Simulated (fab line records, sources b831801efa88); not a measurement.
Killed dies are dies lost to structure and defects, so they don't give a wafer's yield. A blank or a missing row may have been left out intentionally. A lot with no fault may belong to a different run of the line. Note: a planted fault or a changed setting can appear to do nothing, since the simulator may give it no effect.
fab line records	flow sky130
[record] lots = 13	wafers = 39	last-day = 50
route steps=708 shown LDD_P@265 METAL5@663 PASSIVATION@684 PAD_OPEN@708
lots that met no fault: from a run of the same line without faults
start-h: hours from the record's opening day to when the first of the lot's shown wafers began	wait-h: hours elapsed since this lot's preceding step	" the same as in the row above	L1.1+2: one row covering several wafers at once	- no value, or no start given	* or withheld: withheld	< > ~ a bound
route shown NAME@n: NAME is a module with steps in the file, n the number in the route of the first one	usual: the fault-free wafers' mean and standard deviation	same: alike in all rows	chamber/n: place in a boat	sites: the reading at each site	_std_site: the values' standard deviation	_edge_site: inner sites' mean taken away from outer sites' mean	radius-mm: how far each site lies from the wafer's centre	mask NAME#n: copy n	behind: the last tool/chamber to shape the wafer	hold: reason for holding the lot/hours on hold/outcome of the hold	device: which transistor (n, p or np) failed to switch	end of line: tests run on the same wafers once the route is complete	a step without rows: its recipe alone	killed: not the wafer's yield, but the dies lost to structure and defects at the first sort	map: the dies of a wafer, with x for killed, . for not killed, _ for no die there
set.NAME: setting as actually run; set.NAME@STEP: the setting as run at that earlier step	model.NAME: the simulator's own value behind a step, which no gauge read
the route's steps for a sample of lots (tables are steps, rows are wafers)
services: from which hour (start-h, from the record's first day; less than 0 if before it) a tool's chamber was out of use, for how many hours, and why
[[steps]]
[step SKY_LDD_P_STRIP_10]
[recipe] chemistry = O2/N2	power-w = 1400	pressure-mtorr = 1500	platen-temp-c = withheld	o2-flow-sccm = 3000	n2-flow-sccm = 300	overash-fraction = 0.5
[usual] drypump-motor-current-A = 5.8/0.39	oes-product-au = 0.715/0.0045	strip-time-to-endpoint-s = 14.17/0.044
lot.wafer	tool	chamber	start-h	wait-h	drypump-motor-current-A	oes-product-au	rf-hours-counter-h	strip-time-to-endpoint-s
L477.1	plasma-asher-04	0	425.76	0.1	5.9	0.714	72	14.27
L477.3	"	1	"	"	5.6	0.717	-	14.24
L477.4	"	0	"	"	5.9	0.712	-	14.25
L478.1	plasma-asher-03	0	431.44	0.1	5.9	0.719	0	14.12
L478.3	"	1	"	"	6.2	0.716	-	14.14
L478.4	"	0	"	"	5.9	0.714	-	14.09
L483.4	plasma-asher-04	1	488.04	0.1	5.5	0.723	-	14.16
L483.5	"	1	"	"	5.5	0.713	-	14.18
L483.6	"	0	"	"	5.9	0.707	-	14.15
L484.1	plasma-asher-02	1	496.29	0.1	4.9	0.709	37	14.17
L484.2	"	0	"	"	5.5	0.714	37	14.16
L484.3	"	0	"	"	5.5	0.714	-	14.19
L485.1	plasma-asher-02	0	502.36	0.1	5.5	0.711	37	14.13
L485.3	"	1	"	"	4.9	0.726	-	14.17
L485.6	"	1	"	"	4.9	0.718	-	14.12
L487.1	plasma-asher-04	1	517.69	0.1	5.6	0.716	81	14.11
L487.3	"	1	"	"	5.6	0.710	-	14.08
L487.4	"	0	"	"	5.9	0.710	-	14.08
L489.1	plasma-asher-04	0	540.89	0.1	6.0	0.710	84	14.18
L489.3	"	0	"	"	5.9	0.722	-	14.21
L489.6	"	0	"	"	5.9	0.710	-	14.19
L492.1	plasma-asher-04	1	565.34	0.1	5.5	0.718	86	14.31
L492.2	"	0	"	"	6.0	0.717	86	14.24
L492.6	"	0	"	"	5.9	0.710	-	14.23
L493.1	plasma-asher-04	0	575.34	0.1	5.9	0.715	87	14.20
L493.3	"	1	"	"	5.6	0.710	-	14.21
L493.6	"	1	"	"	5.5	0.709	-	14.18
L496.1	plasma-asher-03	0	603.84	0.1	5.9	0.711	18	14.18
L496.2	"	1	"	"	6.2	0.707	18	14.15
L496.3	"	1	"	"	6.2	0.717	-	14.10
L497.2	plasma-asher-03	1	615.91	0.1	6.2	0.717	19	14.15
L497.4	"	0	"	"	5.9	0.712	-	14.14
L497.6	"	0	"	"	5.9	0.711	-	14.17
L499.1	plasma-asher-03	1	621.09	0.1	6.2	0.720	20	14.16
L499.4	"	1	"	"	6.2	0.719	-	14.17
L499.5	"	1	"	"	6.2	0.716	-	14.20
L500.1	plasma-asher-03	1	633.34	0.1	6.2	0.709	21	14.16
L500.4	"	0	"	"	5.9	0.709	-	14.18
L500.6	"	0	"	"	5.9	0.716	-	14.22
[step SKY_METAL5_SPUTTER_02]
[recipe] material = AlCu	target-thk-nm = 1150	power-w = 10600	time-s = 61.2	chamber-pressure-pa = 0.4
[usual] throttle-valve-pct = 29.7/0.89
lot.wafer	tool	chamber	start-h	wait-h	throttle-valve-pct
L477.1	pvd-sputter-01	-	1001.62	0.0	29.5
L477.3	"	-	"	"	29.1
L477.4	"	-	"	"	30.2
L478.1	pvd-sputter-01	-	1003.42	0.0	30.2
L478.3	"	-	"	"	29.7
L478.4	"	-	"	"	29.4
L483.4	pvd-sputter-01	-	1049.23	0.0	30.1
L483.5	"	-	"	"	29.6
L483.6	"	-	"	"	30.0
L484.1	pvd-sputter-04	-	1052.53	0.0	31.8
L484.2	"	-	"	"	29.1
L484.3	"	-	"	"	30.2
L485.1	pvd-sputter-04	-	1054.87	0.0	29.8
L485.3	"	-	"	"	31.8
L485.6	"	-	"	"	31.4
L487.1	pvd-sputter-04	-	1066.31	0.0	29.1
L487.3	"	-	"	"	29.9
L487.4	"	-	"	"	30.1
L489.1	pvd-sputter-01	-	1079.18	0.0	30.0
L489.3	"	-	"	"	29.6
L489.6	"	-	"	"	29.9
L492.1	pvd-sputter-02	-	1099.88	0.0	30.5
L492.2	"	-	"	"	28.8
L492.6	"	-	"	"	28.1
L493.1	pvd-sputter-01	-	1106.33	0.0	29.8
L493.3	"	-	"	"	29.7
L493.6	"	-	"	"	29.2
L496.1	pvd-sputter-01	-	1130.23	0.0	29.9
L496.2	"	-	"	"	29.0
L496.3	"	-	"	"	29.3
L497.2	pvd-sputter-02	-	1131.10	0.0	30.5
L497.4	"	-	"	"	29.4
L497.6	"	-	"	"	28.4
L499.1	pvd-sputter-04	-	1138.02	0.0	28.7
L499.4	"	-	"	"	29.0
L499.5	"	-	"	"	31.7
L500.1	pvd-sputter-02	-	1142.53	0.0	29.4
L500.4	"	-	"	"	28.6
L500.6	"	-	"	"	28.6
[step SKY_METAL5_DESCUM_14]
[recipe] chemistry = O2	source-power-w = 150	bias-power-w = 0	pressure-mtorr = 10	temp-c = 40	time-s = 11
[usual] drypump-motor-current-A = 5.81/0.26	oes-product-au = 1.000/0.0091
lot.wafer	tool	chamber	start-h	wait-h	drypump-motor-current-A	oes-product-au	rf-hours-counter-h
L477.1	rie-metal-01	0	1024.38	0.1	6.27	0.996	21
L477.3	"	1	"	"	5.69	1.000	-
L477.4	"	0	"	"	6.26	1.004	-
L478.1	rie-metal-01	0	1026.13	0.1	6.26	0.996	21
L478.3	"	0	"	"	6.28	1.006	-
L478.4	"	1	"	"	5.71	1.009	-
L483.4	rie-metal-01	1	1070.71	0.1	5.69	1.007	-
L483.5	"	1	"	"	5.72	1.005	-
L483.6	"	0	"	"	6.26	0.991	-
L484.1	rie-metal-01	1	1074.05	0.1	5.69	1.005	10
L484.2	"	0	"	"	6.24	0.991	25
L484.3	"	0	"	"	6.25	0.998	-
L485.1	rie-metal-03	0	1076.25	0.1	5.47	1.004	14
L485.3	"	0	"	"	5.40	0.995	-
L485.6	"	0	"	"	5.43	1.008	-
L487.1	rie-metal-04	1	1086.70	0.1	5.66	1.016	10
L487.3	"	1	"	"	5.65	1.016	-
L487.4	"	0	"	"	5.94	1.004	-
L489.1	rie-metal-04	0	1099.78	0.1	5.94	1.004	18
L489.3	"	1	"	"	5.67	1.018	-
L489.6	"	1	"	"	5.68	1.020	-
L492.1	rie-metal-04	1	1120.09	0.1	5.70	1.008	12
L492.2	"	0	"	"	5.93	0.999	19
L492.6	"	1	"	"	5.69	1.004	-
L493.1	rie-metal-01	1	1125.10	0.1	5.75	1.000	15
L493.3	"	0	"	"	6.26	1.012	-
L493.6	"	0	"	"	6.26	1.019	-
L496.1	rie-metal-03	1	1147.31	0.1	5.71	0.999	22
L496.2	"	0	"	"	5.48	0.991	20
L496.3	"	1	"	"	5.71	0.996	-
L497.2	rie-metal-03	1	1149.74	0.1	5.71	0.981	22
L497.4	"	1	"	"	5.75	0.992	-
L497.6	"	0	"	"	5.48	0.983	-
L499.1	rie-metal-03	1	1155.85	0.1	5.74	0.993	23
L499.4	"	1	"	"	5.71	0.990	-
L499.5	"	0	"	"	5.48	1.006	-
L500.1	rie-metal-01	0	1160.10	0.1	6.26	1.014	3
L500.4	"	0	"	"	6.26	1.018	-
L500.6	"	0	"	"	6.26	1.005	-
[step SKY_PASSIVATION_THK_MEAS_03]
[recipe] reads = Si3N4_of_PASSIVATION_CVD_02
[usual] PASSIVATION_CVD_02_THK = 541/7.5
lot.wafer	tool	chamber	start-h	wait-h	PASSIVATION_CVD_02_THK[nm]
L477.1	film-metro-02	-	1025.58	-	535
L477.3	"	-	"	"	545
L477.4	"	-	"	"	550
L478.1	film-metro-02	-	1027.31	-	536
L478.3	"	-	"	"	532
L478.4	"	-	"	"	544
L483.4	film-metro-04	-	1072.39	-	545
L483.5	"	-	"	"	538
L483.6	"	-	"	"	538
L484.1	film-metro-02	-	1075.22	-	543
L484.2	"	-	"	"	549
L484.3	"	-	"	"	548
L485.1	film-metro-02	-	1077.42	-	532
L485.3	"	-	"	"	540
L485.6	"	-	"	"	546
L487.1	film-metro-01	-	1087.88	-	528
L487.3	"	-	"	"	529
L487.4	"	-	"	"	542
L489.1	film-metro-01	-	1100.95	-	532
L489.3	"	-	"	"	538
L489.6	"	-	"	"	535
L492.1	film-metro-04	-	1121.39	-	536
L492.2	"	-	"	"	525
L492.6	"	-	"	"	535
L493.1	film-metro-01	-	1126.34	-	550
L493.3	"	-	"	"	538
L493.6	"	-	"	"	551
L496.1	film-metro-01	-	1148.48	-	539
L496.2	"	-	"	"	541
L496.3	"	-	"	"	550
L497.2	film-metro-01	-	1150.91	-	522
L497.4	"	-	"	"	551
L497.6	"	-	"	"	543
L499.1	film-metro-04	-	1157.07	-	538
L499.4	"	-	"	"	547
L499.5	"	-	"	"	554
L500.1	film-metro-02	-	1161.31	-	543
L500.4	"	-	"	"	552
L500.6	"	-	"	"	545
[step SKY_PAD_OPEN_PROBE_99]
[usual] killed_at_M0_to_M3 = 44/7.8	killed_at_M4_up = 2.9/1.7	killed-at-contacts = 24/5.4	killed-at-front-end = 15/4.5	killed-at-other = 0.3/0.55	killed-dies = 87/10	killed-open = 48/7.4	killed-short = 39/5.9
[same] gross-dies = 492	killed-at-back-side = 0
lot.wafer	tool	chamber	start-h	wait-h	killed_at_M0_to_M3	killed_at_M4_up	killed-at-contacts	killed-at-front-end	killed-at-other	killed-dies	killed-open	killed-short
L483.4	prober-01	-	1115.56	0.2	44	4	13	20	1	82	47	35
L483.5	prober-01	-	1115.61	0.2	41	1	20	13	0	75	39	36
L483.6	prober-01	-	1115.66	0.2	53	1	23	18	0	95	64	31
L485.1	prober-01	-	1121.07	0.1	58	4	26	13	0	101	63	38
L485.3	prober-01	-	1121.17	0.2	60	4	18	9	0	91	52	39
L485.6	prober-01	-	1121.32	0.2	54	3	28	21	2	108	55	53
L492.1	prober-01	-	1160.08	0.1	51	3	23	57	0	134	48	46
L492.2	prober-01	-	1160.13	0.1	44	6	28	8	1	87	49	38
L492.6	prober-01	-	1160.33	0.2	49	5	28	15	0	97	59	38
L493.1	prober-02	-	1164.61	0.1	45	2	23	9	0	79	48	31
L493.3	prober-02	-	1164.71	0.2	49	4	25	52	1	131	53	41
L493.6	prober-02	-	1164.86	0.2	44	4	25	56	1	130	55	34
// killed by level:class
L483.4 VIA1:geometric-particle:open=14 VIA3:geometric-particle:open=6 FIELD_ISO:geometric-particle:short=5 LOCAL_INTERCONNECT:geometric-particle:short=5 CONTACT:geometric-particle:open=5 METAL1:geometric-particle:short=5 VIA2:geometric-particle:short=5 POLY_GATE:geometric-particle:short=4
L483.5 CONTACT:geometric-particle:open=10 VIA1:geometric-particle:open=10 VIA2:geometric-particle:open=6 METAL1:geometric-particle:short=5 METAL2:geometric-particle:short=5 FIELD_ISO:geometric-particle:short=4 VIA1:geometric-particle:short=4 VIA3:geometric-particle:open=4
L483.6 VIA1:geometric-particle:open=13 VIA2:geometric-particle:open=9 CONTACT:geometric-particle:open=8 VIA3:geometric-particle:open=7 LI_CONTACT:geometric-particle:open=7 FIELD_ISO:geometric-particle:open=6 POLY_GATE:geometric-particle:open=6 VIA3:geometric-particle:short=5
L485.1 CONTACT:geometric-particle:open=12 VIA1:geometric-particle:open=11 VIA3:geometric-particle:open=10 VIA2:geometric-particle:open=8 CONTACT:geometric-particle:short=5 METAL2:geometric-particle:short=5 FIELD_ISO:geometric-particle:open=4 METAL1:geometric-particle:open=4
L485.3 VIA1:geometric-particle:open=11 VIA3:geometric-particle:open=9 METAL2:geometric-particle:short=8 VIA2:geometric-particle:open=8 LI_CONTACT:geometric-particle:open=7 CONTACT:geometric-particle:open=7 METAL1:geometric-particle:short=6 VIA1:geometric-particle:short=4
L485.6 VIA1:geometric-particle:open=11 CONTACT:geometric-particle:open=8 VIA3:geometric-particle:open=8 LI_CONTACT:geometric-particle:open=7 FIELD_ISO:geometric-particle:short=6 CONTACT:geometric-particle:short=6 METAL1:geometric-particle:short=6 VIA1:geometric-particle:short=6
L492.1 LDD_P:unspecified=40 VIA1:geometric-particle:open=14 VIA2:geometric-particle:open=9 METAL1:geometric-particle:short=7 LOCAL_INTERCONNECT:geometric-particle:short=6 VIA1:geometric-particle:short=6 FIELD_ISO:geometric-particle:short=5 POLY_GATE:geometric-particle:open=5
L492.2 VIA1:geometric-particle:open=12 CONTACT:geometric-particle:open=10 LI_CONTACT:geometric-particle:open=9 VIA2:geometric-particle:open=8 VIA1:geometric-particle:short=7 METAL4:geometric-particle:short=6 METAL1:geometric-particle:short=5 CONTACT:geometric-particle:short=5
L492.6 VIA2:geometric-particle:open=10 CONTACT:geometric-particle:open=8 VIA1:geometric-particle:open=8 LI_CONTACT:geometric-particle:open=6 CONTACT:geometric-particle:short=6 METAL2:geometric-particle:short=6 VIA3:geometric-particle:open=6 FIELD_ISO:geometric-particle:open=5
L493.1 VIA1:geometric-particle:open=12 CONTACT:geometric-particle:open=9 LI_CONTACT:geometric-particle:open=6 VIA1:geometric-particle:short=6 VIA3:geometric-particle:open=6 METAL2:geometric-particle:short=5 VIA2:geometric-particle:open=5 LOCAL_INTERCONNECT:geometric-particle:short=4
L493.3 LDD_P:unspecified=37 CONTACT:geometric-particle:open=13 METAL1:geometric-particle:short=12 VIA1:geometric-particle:open=11 FIELD_ISO:geometric-particle:open=7 VIA1:geometric-particle:short=6 LI_CONTACT:geometric-particle:open=5 LI_CONTACT:geometric-particle:short=4
L493.6 LDD_P:unspecified=41 CONTACT:geometric-particle:open=11 VIA1:geometric-particle:open=9 VIA3:geometric-particle:open=9 LI_CONTACT:geometric-particle:open=6 VIA2:geometric-particle:open=6 VIA1:geometric-particle:short=5 METAL1:geometric-particle:short=5
[[services]]
tool	chamber	start-h	hours	kind
plasma-asher-04	-	417.90	3.9	repair
plasma-asher-03	-	421.25	9.0	pm
rie-metal-01	-	451.63	14.6	pm
plasma-asher-03	-	505.99	1.4	repair
rie-metal-01	0	560.85	1.4	repair
pvd-sputter-01	-	621.55	2.1	repair
plasma-asher-03	-	624.55	2.8	pm
pvd-sputter-01	-	627.92	3.5	repair
rie-metal-01	-	645.30	2.8	pm
pvd-sputter-01	-	676.99	58.6	repair
pvd-sputter-01	-	695.50	4.9	repair
plasma-asher-04	-	733.20	3.1	repair
rie-metal-01	-	734.88	0.8	repair
plasma-asher-04	-	736.28	9.0	pm
plasma-asher-04	-	756.41	2.4	repair
plasma-asher-04	-	869.57	28.1	pm
rie-metal-01	-	873.87	0.2	repair
pvd-sputter-01	-	888.00	1.1	repair
rie-metal-01	-	1012.46	1.7	repair
plasma-asher-04	-	1087.52	13.0	repair
rie-metal-01	-	1088.94	0.7	repair
plasma-asher-04	-	1102.71	15.6	pm
pvd-sputter-01	-	1151.45	3.4	repair
pvd-sputter-01	-	1158.90	1.5	repair
[[key]]
[first-sign] step = SKY_PAD_OPEN_PROBE_99	reading = killed-at-front-end	direction = up	sigmas = 8.9	usual = 15	struck = 55
[effect] step = SKY_PAD_OPEN_PROBE_99	reading = killed-dies	direction = up	sigmas = 4.5	usual = 87	struck = 132
met-at SKY_LDD_P_STRIP_10
struck-lots L492,L493
struck-wafers L492.1,L493.3,L493.6
tester-left-out L492,L493
not-acting-at SKY_METAL5_SPUTTER_02,SKY_METAL5_DESCUM_14,SKY_PASSIVATION_THK_MEAS_03
onset-between 517.69 565.34
[fault] kind = chamber-particle-source	tool = plasma-asher-04	chamber = 1	onset-h = 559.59	steps = SKY_LDD_P_STRIP_10	rate-per-visit-cm2 = 0.44182	end-h = 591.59
// tester-left-out: of these lots the tester's yield and bins aren't shown, on N5 and GAA mostly nor the transistor test; their killed dies are dies lost to structure and defects alone, not to doping, threshold or leakage, so they don't give the yield
